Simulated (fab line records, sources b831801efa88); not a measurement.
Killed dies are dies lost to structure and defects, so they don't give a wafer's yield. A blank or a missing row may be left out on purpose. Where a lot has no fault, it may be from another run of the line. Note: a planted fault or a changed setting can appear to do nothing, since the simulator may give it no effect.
Matching of chambers ; flow sky130 ; SKY_LI_CONTACT_CMP_02 on cmp-01 has 4 sister chambers
The step polishes PSG. 14 wafers are shown with their chamber, then 7 later ones without.

## WAFERS PAIRED WITH THEIR CHAMBERS
wafer;chamber;motor current A (A);platen rpm (rpm);time to endpoint s (s)
L341.3;0;12.7;59.99;31.1
L341.5;2;10.2;60.01;33.6
L341.6;1;10.0;60.04;32.5
L342.2;3;9.5;59.98;34.8
L342.4;1;10.7;60.04;34.4
L342.5;0;11.9;60.04;33.4
L343.1;1;10.0;60.00;36.7
L343.2;2;10.1;59.98;32.5
L343.5;3;9.4;59.99;33.3
L344.1;0;12.4;60.00;35.3
L344.4;3;10.0;59.94;34.3
L344.6;2;10.7;59.90;32.3
L351.2;3;9.3;59.95;34.5
L351.4;0;11.7;59.96;37.0

SIGNATURES (averages over the wafers above)
reading;chamber 0;chamber 1;chamber 2;chamber 3;scatter within a chamber
motor current A;12.175;10.233;10.333;9.550;0.381
platen rpm;59.9975;60.0267;59.9633;59.9650;0.0354
time to endpoint s;34.200;34.533;32.800;34.225;1.74
Rule: for each reading, subtract the chamber's mean from the wafer's reading, divide by that reading's scatter and square the result; add these up over the readings and take the root, which gives the wafer's distance from the chamber. If the next closest chamber is less than 2 further off than the closest, the wafer can't be placed; otherwise it belongs to the closest. How the scatter is found: for the shown wafers, subtract from each reading the mean of its chamber, square and add these, divide the total by (wafers less chambers), then take the root.

## WAFERS WITHOUT THEIR CHAMBER
wafer;motor current A (A);platen rpm (rpm);time to endpoint s (s)
L351.5;10.4;59.97;32.1
L362.1;12.5;59.96;32.9
L362.3;10.0;60.02;33.5
L362.4;10.0;60.00;32.8
L361.1;10.2;60.04;30.7
L361.2;10.1;60.06;30.4
L361.4;12.4;60.03;37.0

## WHICH CHAMBER EACH WENT THROUGH
wafer;from the rows above;in truth
L351.5;can't be placed: 2 or 1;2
L362.1;0;0
L362.3;can't be placed: 1 or 2 or 3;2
L362.4;can't be placed: 2 or 1 or 3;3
L361.1;can't be placed: 1 or 2 or 3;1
L361.2;can't be placed: 1 or 2 or 3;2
L361.4;0;0
Placed correctly: 2 of 7. Not placeable from these rows: 5 (in 5, the candidates include the true chamber). 0 placed wrongly.
